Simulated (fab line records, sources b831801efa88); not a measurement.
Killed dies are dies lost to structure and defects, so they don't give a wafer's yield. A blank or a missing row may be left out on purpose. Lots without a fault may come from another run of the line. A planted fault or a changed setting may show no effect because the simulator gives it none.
Problem report in the 8D (eight disciplines) form, filled by code | flow sky130 | the parts of the form that need people (team, actions taken, sign-off) are left out

1. THE PROBLEM
oes_product_au at SKY_METAL5_METAL_ETCH_15 reads a mean of 0.838 a.u. on 3 wafers of 2 lots; wafers without a fault read 0.894 a.u. with a standard deviation of 0.0055. That is -10 standard deviations from the usual mean.
The step: etches the open film in Cl2/BCl3, stops on SiO2, target depth 1260 nm, time 252 s.
First seen on wafer L131.6, day 46 23:03, on rie_metal-02. The record holds 33 wafers of 11 lots with a number at this step. Rule for "out", or "out of limits": more than 4 standard deviations from the usual mean. The other wafers with a number count as sound.

2. WHAT IT IS AND WHAT IT IS NOT
question                    | is                     | is not
which readings at this step | oes_product_au         | drypump_motor_current_A, mfc_cl2_sccm, throttle_valve_pct
which lots                  | L131, L133             | L120, L121, L123, L124, L130, L132, L139, L140, L142
which wafers of those lots  | L131.6, L133.2, L133.4 | L131.1, L131.5, L133.3
read on which tools         | rie_metal-02           | rie_metal-01, rie_metal-04
when                        | from day 46 23:03      | up to then (17 sound wafers); but 13 sound wafers of L132, L133, L139, L140, L142 came after

3. SUSPECTS, AND WHAT RULES EACH OUT
Counting: a tool at a process step up to the reading stays a suspect if it ran every lot that is out. Sound lots after the first of them don't rule it out here, since some wafers of a struck lot are sound.
- rie_metal-02 at SKY_METAL5_METAL_ETCH_15 (etches the open film in Cl2/BCl3, stops on SiO2, target depth 1260 nm, time 252 s): kept. It ran every lot that is out, first L131 (day 46 23:03); its last sound lot up to then is L130 (day 46 12:11). Its own readings are out on those wafers: oes_product_au.
- Within rie_metal-02 at SKY_METAL5_METAL_ETCH_15: the wafers that are out ran in chamber 1; their sound lot-mates ran in chamber 0.
Left after counting: rie_metal-02 at SKY_METAL5_METAL_ETCH_15.

4. THE CAUSE (what the simulator had put in)
Process parameter drift: rie_metal-02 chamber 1, from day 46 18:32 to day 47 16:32, at SKY_METAL5_METAL_ETCH_15. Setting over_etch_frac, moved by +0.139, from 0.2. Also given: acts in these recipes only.
Counting left only this tool.

5. THE CHAIN OF EFFECTS, in route order
Each row: a reading whose mean over the struck wafers that have a number lies more than 3 standard deviations from the usual. Only readings for which the record gives a usual standard deviation are gone through. hours: the time from each lot's start at the first step in this table that gives one to its start at this step, as a median over the lots. sigmas: the change in usual standard deviations.
hours | step                     | reading                  | usual      | on struck wafers | change | sigmas
0     | SKY_METAL5_METAL_ETCH_15 | oes_product_au           | 0.894 a.u. | 0.838            | -0.056 | -10
0     | SKY_METAL5_STRIP_16      | strip_time_to_endpoint_s | 13.02 s    | 11.77            | -1.25  | -7.8
The process steps in it:
- SKY_METAL5_METAL_ETCH_15: etches the open film in Cl2/BCl3, stops on SiO2, target depth 1260 nm, time 252 s.
- SKY_METAL5_STRIP_16: strips in O2/N2.

6. WHAT WOULD HAVE CAUGHT IT SOONER
In this record the first reading out of limits was taken at day 46 23:03, 5 hours after the fault began at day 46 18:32.
